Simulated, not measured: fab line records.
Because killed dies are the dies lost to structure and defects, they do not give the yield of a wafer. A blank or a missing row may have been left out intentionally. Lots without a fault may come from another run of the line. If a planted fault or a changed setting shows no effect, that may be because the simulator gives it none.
One fault through the eyes of 2 desks | flow sky130 | each desk holds nothing but its own numbers, with what lay behind them at the end

== AT THE TOOL OWNER'S DESK: implanter-03 ==
The tool's own readings at SKY_LDD_N_IMPLANT_08, given as means over the sampled wafers that have a number, one for each lot that went through this tool. A lot is out of limits, marked OUT, if its mean lies more than 4 standard deviations from the usual mean; the brackets give that distance.
Columns: A = beam-energy-keV at SKY_LDD_N_IMPLANT_08, usual 19.998; B = beam-on-s at SKY_LDD_N_IMPLANT_08, usual 10.00 s; C = rotation-deg at SKY_LDD_N_IMPLANT_08, usual 22.998 degrees
lot  | first seen here | A                | B     | C
L201 | day 19 18:42    | 19.996           | 9.83  | 23.002
L204 | day 21 01:25    | 20.393 (+61) OUT | 10.10 | 23.003
L205 | day 21 13:22    | 20.391 (+60) OUT | 9.92  | 22.996
L213 | day 23 23:37    | 19.999           | 10.01 | 22.970
L215 | day 24 22:40    | 19.999           | 9.95  | 22.983
L217 | day 25 14:10    | 20.005           | 10.13 | 22.983
L219 | day 26 02:00    | 19.991           | 9.96  | 23.016
This desk's finding: out of limits on L204, L205; first on L204, day 21 01:25 (beam-energy-keV at SKY_LDD_N_IMPLANT_08). L201, L213, L215, L217, L219: within limits.

== AT THE METROLOGY DESK ==
Means of the sampled wafers that have a number, per lot and without regard to the tool the lot ran on: this is what the gauges read. A lot is out of limits, marked OUT, if its mean lies more than 4 standard deviations from the usual mean; the brackets give that distance.
Columns: A = GATE_OXIDE_OVL at SKY_GATE_OXIDE_OVL_MEAS_10, usual 1.4 nm; B = POLY_GATE_OVL at SKY_POLY_GATE_OVL_MEAS_14, usual -3 nm; C = cd-nm at SKY_POLY_GATE_CD_MEAS_22, usual 151.3 nm
lot  | first seen here | A    | B   | C
L197 | day 14 18:14    | 1.9  | -7  | 151.0
L199 | day 15 02:34    | 1.3  | 0   | 150.7
L198 | day 15 02:52    | 1.1  | -2  | 151.7
L200 | day 15 12:19    | 1.1  | -4  | 154.4
L201 | day 15 15:20    | 0.9  | -10 | 149.7
L204 | day 16 20:01    | 2.4  | -3  | 149.1
L205 | day 17 05:06    | 3.6  | 0   | 151.1
L212 | day 19 19:58    | 0.5  | -6  | 148.6
L213 | day 19 20:54    | 1.2  | -2  | 149.6
L215 | day 20 21:44    | 1.0  | 0   | 152.5
L217 | day 21 11:55    | 2.6  | -1  | 149.9
L218 | day 21 16:47    | 0.4  | 2   | 150.9
L219 | day 22 02:30    | -0.1 | -9  | 149.5
L220 | day 22 04:37    | 1.6  | -4  | 152.7
This desk's verdict: no lot among the 14 shows anything out of limits.

== ALL TOGETHER ==
On L204, L205, at day 21 01:25, an alarm was possible from the tool owner's desk.
The metrology desk saw nothing out of limits.
The metrology desk has L204, L205 on record, within its limits.
On implanter-03, each named lot ran SKY_LDD_N_IMPLANT_08.

== WHAT WAS PUT IN BY THE SIMULATOR ==
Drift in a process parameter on implanter-03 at SKY_LDD_N_IMPLANT_08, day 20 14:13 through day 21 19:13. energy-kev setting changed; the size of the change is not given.
Shown lots that were struck: L204, L205.
Time in hours from fault onset to the first out-of-limits reading at each desk: the tool owner's desk, 11.
